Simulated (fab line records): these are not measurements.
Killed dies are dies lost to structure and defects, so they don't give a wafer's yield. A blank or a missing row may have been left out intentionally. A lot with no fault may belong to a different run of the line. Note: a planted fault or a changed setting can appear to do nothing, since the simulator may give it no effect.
Chamber matching ; flow sky130 ; rieDiel-03 running SKY_VIA1_ETCH_15: 4 sister chambers
The step etches SiO2 in C4F8/O2/Ar, stops on TiN, target depth 351 nm, time 54 s. 22 wafers are shown with their chamber, then 11 later ones without.

WAFERS PAIRED WITH THEIR CHAMBERS
wafer;chamber;oesProductAu (a.u.)
L074.2;0;0.979
L074.3;3;0.978
L074.6;2;0.979
L076.1;3;0.991
L076.2;1;0.982
L076.6;1;0.973
L078.2;3;0.981
L078.5;2;0.984
L078.6;1;0.986
L080.1;2;0.977
L080.5;0;0.995
L080.6;1;0.978
L081.1;0;0.983
L081.4;3;0.983
L081.6;3;0.983
L082.2;3;0.974
L082.3;1;0.974
L082.5;2;0.980
L088.1;2;0.975
L088.2;3;0.977
L088.5;2;0.979
L091.2;0;0.974

SIGNATURES (means of the wafers above)
reading;chamber 0;chamber 1;chamber 2;chamber 3;scatter within a chamber
oesProductAu;0.98275;0.97860;0.97900;0.98100;0.00572
Rule: a wafer lies at a distance from a chamber equal to the root of the sum of squares, over the readings, of (its reading less the chamber's mean, divided by the reading's scatter). The wafer belongs to the nearest chamber; if the next one is less than 2 further off, it can't be placed. How the scatter is found: for the shown wafers, subtract from each reading the mean of its chamber, square and add these, divide the total by (wafers less chambers), then take the root.

WAFERS WITHOUT THEIR CHAMBER
wafer;oesProductAu (a.u.)
L091.5;0.975
L091.6;0.980
L092.3;0.974
L092.4;0.983
L092.5;0.977
L095.1;0.978
L095.4;0.973
L095.5;0.985
L096.3;0.984
L096.4;0.980
L096.6;0.979

CHAMBER TAKEN BY EACH
wafer;from the rows above;in truth
L091.5;can't be placed: 1 or 2 or 3 or 0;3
L091.6;can't be placed: 2 or 3 or 1 or 0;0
L092.3;can't be placed: 1 or 2 or 3 or 0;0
L092.4;can't be placed: 0 or 3 or 2 or 1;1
L092.5;can't be placed: 1 or 2 or 3 or 0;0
L095.1;can't be placed: 1 or 2 or 3 or 0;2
L095.4;can't be placed: 1 or 2 or 3 or 0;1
L095.5;can't be placed: 0 or 3 or 2 or 1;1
L096.3;can't be placed: 0 or 3 or 2 or 1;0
L096.4;can't be placed: 2 or 3 or 1 or 0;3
L096.6;can't be placed: 2 or 1 or 3 or 0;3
Correct placement for 0 of the 11. Not placeable from these rows: 11 (in 11, the candidates include the true chamber). Placed wrongly: 0.
